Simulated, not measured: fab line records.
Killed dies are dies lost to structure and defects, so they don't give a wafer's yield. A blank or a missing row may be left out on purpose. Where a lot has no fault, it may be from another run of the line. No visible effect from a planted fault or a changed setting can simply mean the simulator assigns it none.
Which tool did it?	flow gf180mcu	39 wafers from 13 lots sampled at 3 of the route's 602 steps

== WHAT EACH GAUGE READ, for each wafer ==
GF_M3_RS_MEAS_05: measures by four-point-probe. Usual: M3_ALCU_RS 0.0697 ohm/sq, standard deviation 0.00094.
lot	measured	on	M3_ALCU_RS (ohm/sq)	flag
L890	day 20 10:20	film_metro-03	0.0710 0.0708 0.0706	
L893	day 21 18:09	film_metro-02	0.0696 0.0699 0.0707	
L895	day 22 10:52	film_metro-03	0.0694 0.0696 0.0696	
L896	day 22 16:37	film_metro-04	0.0697 0.0698 0.0701	
L897	day 23 00:44	film_metro-04	0.0682 0.0691 0.0686	
L898	day 23 06:28	film_metro-02	0.0703 0.0698 0.0699	
L899	day 23 13:49	film_metro-02	0.0680 0.0676 0.0681	
L900	day 24 03:08	film_metro-02	0.0690 0.0690 0.0694	
L901	day 24 18:02	film_metro-03	0.0692 0.0700 0.0700	
L903	day 25 01:50	film_metro-04	0.0700 0.0694 0.0704	
L906	day 26 00:29	film_metro-02	0.0679 0.0681 0.0683	
L907	day 26 06:23	film_metro-03	0.0698 0.0698 0.0690	
L913	day 28 00:10	film_metro-02	0.0689 0.0688 0.0692	

GF_M3_OVL_MEAS_15. Usual: M3_OVL 5 nm, standard deviation 6.2.
lot	measured	on	M3_OVL (nm)	flag
L890	day 21 10:26	overlay-01	-2 9 1	
L893	day 22 16:16	overlay-01	12 21 12	
L895	day 23 09:47	overlay-02	12 3 6	
L896	day 23 14:53	overlay-02	-3 -12 7	
L897	day 23 23:13	overlay-02	-2 1 -4	
L898	day 24 04:38	overlay-01	9 5 -3	
L899	day 24 11:31	overlay-02	19 4 8	
L900	day 25 01:25	overlay-01	10 8 16	
L901	day 25 15:08	overlay-02	3 11 10	
L903	day 25 22:29	overlay-01	5 -3 2	
L906	day 26 21:41	overlay-02	13 15 9	
L907	day 27 02:41	overlay-01	7 5 8	
L913	day 28 20:10	overlay-02	7 3 9	

== WHICH TOOL RAN EACH LOT (tool, then ch and the chambers of the sampled wafers, then the start) ==
lot	GF_M3_SPUTTER_04
L890	pvd_sputter-01, day 20 10:17
L893	pvd_sputter-01, day 21 18:05
L895	pvd_sputter-01, day 22 10:49
L896	pvd_sputter-01, day 22 16:34
L897	pvd_sputter-01, day 23 00:41
L898	pvd_sputter-01, day 23 06:25
L899	pvd_sputter-03, day 23 13:45
L900	pvd_sputter-01, day 24 03:05
L901	pvd_sputter-04, day 24 17:59
L903	pvd_sputter-04, day 25 01:46
L906	pvd_sputter-03, day 26 00:25
L907	pvd_sputter-04, day 26 06:20
L913	pvd_sputter-03, day 28 00:08
- GF_M3_SPUTTER_04: material TiN, target thk 50 nm, time 41.7 s.

== WHAT THE TOOLS THEMSELVES READ (means of the sampled wafers that have a number; where no wafer has one, the mark that the record gives instead) ==
GF_M3_SPUTTER_04. Usual: 30.3 % for throttle_valve_pct, sd 1.3.
lot	tool	throttle_valve_pct (%)	flag
L890	pvd_sputter-01	30.0	
L893	pvd_sputter-01	30.0	
L895	pvd_sputter-01	30.7	
L896	pvd_sputter-01	29.7	
L897	pvd_sputter-01	30.2	
L898	pvd_sputter-01	29.6	
L899	pvd_sputter-03	30.9	
L900	pvd_sputter-01	29.9	
L901	pvd_sputter-04	30.7	
L903	pvd_sputter-04	30.7	
L906	pvd_sputter-03	30.7	
L907	pvd_sputter-04	30.9	
L913	pvd_sputter-03	30.9	

== THE ANSWER, worked out from the rows above alone ==
Rule: a lot is off if the mean of its wafers that have a number lies more than 3 standard deviations from the usual mean. Also off: a lot with no number at a reading for which 4 or more lots have one. Any other lot the step has rows for is counted as sound. First the gauges in route order, then the tools' own readings, where a lot's mean is used as printed above. The first step at which some lot is off is used, and at that step the reading that is off furthest; a lot without a number counts as furthest.
None of the lots is off at any reading shown; this tells nothing.

== WHAT THE SIMULATOR HAD INSERTED ==
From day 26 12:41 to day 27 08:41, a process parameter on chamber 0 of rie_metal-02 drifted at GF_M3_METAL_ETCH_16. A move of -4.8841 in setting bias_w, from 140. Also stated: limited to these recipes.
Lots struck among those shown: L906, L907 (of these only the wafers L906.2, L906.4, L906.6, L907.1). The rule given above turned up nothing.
